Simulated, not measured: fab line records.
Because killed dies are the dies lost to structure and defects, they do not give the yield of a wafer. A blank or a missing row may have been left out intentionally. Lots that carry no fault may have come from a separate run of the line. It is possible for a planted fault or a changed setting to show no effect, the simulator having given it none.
8D (eight disciplines) problem report, filled in by code	flow gf180mcu	the parts of the form that need people (team, actions taken, sign-off) are left out

## 1. WHAT IS WRONG
Mean of dose_ions_cm2 at GF_HV_LDD_IMPLANT_21: 5.371e+13 across 6 wafers in 2 lots; on wafers with no fault it is 4.999e+13 (standard deviation 6.3e+10). Measured from the usual mean, that is +59 standard deviations.
First seen on wafer L596.3, day 14 10:52, on implanter-01. At this step, 39 wafers from 13 lots have a number in the record. By rule, "out" or "out of limits" means more than 4 standard deviations away from the usual mean. The other wafers with a number count as sound.

## 2. WHAT IT IS; WHAT IT IS NOT
question	is	is not
which readings at this step	dose_ions_cm2	beam_on_s
which lots	L596, L598	L585, L586, L587, L588, L589, L599, L600, L603, L604, L607, L608
which wafers of those lots	all that have a number	-
read on which tools	implanter-01	implanter-02, implanter-03
when	from day 14 10:52	up to then (15 sound wafers); but 18 sound wafers of L599, L600, L603, L604, L607, L608 came after

## 3. THE SUSPECTS, EACH WITH WHAT RULES IT OUT
Counting: a tool stays on the suspect list if, at a process step up to the reading, it processed all lots that are out and no sound lot following the first of them.
- implanter-01 at GF_HV_LDD_IMPLANT_21: kept. It ran every lot that is out, first L596 (day 14 10:52), and no sound lot after that; its last sound lot up to then is L585 (day 10 18:00). Its own dose_ions_cm2 readings are out on those wafers.
Left after counting: implanter-01 at GF_HV_LDD_IMPLANT_21.

## 4. THE CAUSE (what the simulator had put in)
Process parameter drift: implanter-01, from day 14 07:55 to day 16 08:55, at GF_HV_LDD_IMPLANT_21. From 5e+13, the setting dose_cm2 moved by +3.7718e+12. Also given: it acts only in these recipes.
The count eliminated every tool but this one.

## 5. SEQUENCE OF EFFECTS, ordered by route
Rows list readings where the struck wafers' mean (over those with a number) sits beyond 3 standard deviations from the usual. Readings are gone through only where the record gives a usual standard deviation; hours: the median, over the lots, of the time from a lot's start at the first step in this table giving one to that lot's start at this step; sigmas: the change measured in usual standard deviations.
hours	step	reading	usual	on struck wafers	change	sigmas
0	GF_HV_LDD_IMPLANT_21	dose_ions_cm2	4.999e+13	5.371e+13	+3.718e+12	+59
0	GF_HV_LDD_IMPLANT_21	faraday_current_uA	281	303	+22	+4.3
Process steps it contains:
- GF_HV_LDD_IMPLANT_21
Later measuring or inspecting steps at which every struck wafer that the step has a row for has a number for every such reading, and none has moved that far: GF_HV_LDD_TW_MEAS_23, GF_HV_LDD_TW_MEAS_50, GF_CONTACT_CD_MEAS_14.

## 6. HOW IT WOULD HAVE BEEN CAUGHT EARLIER
The fault began at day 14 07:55; the first out-of-limits reading in this record came at day 14 10:52, 3 hours later.
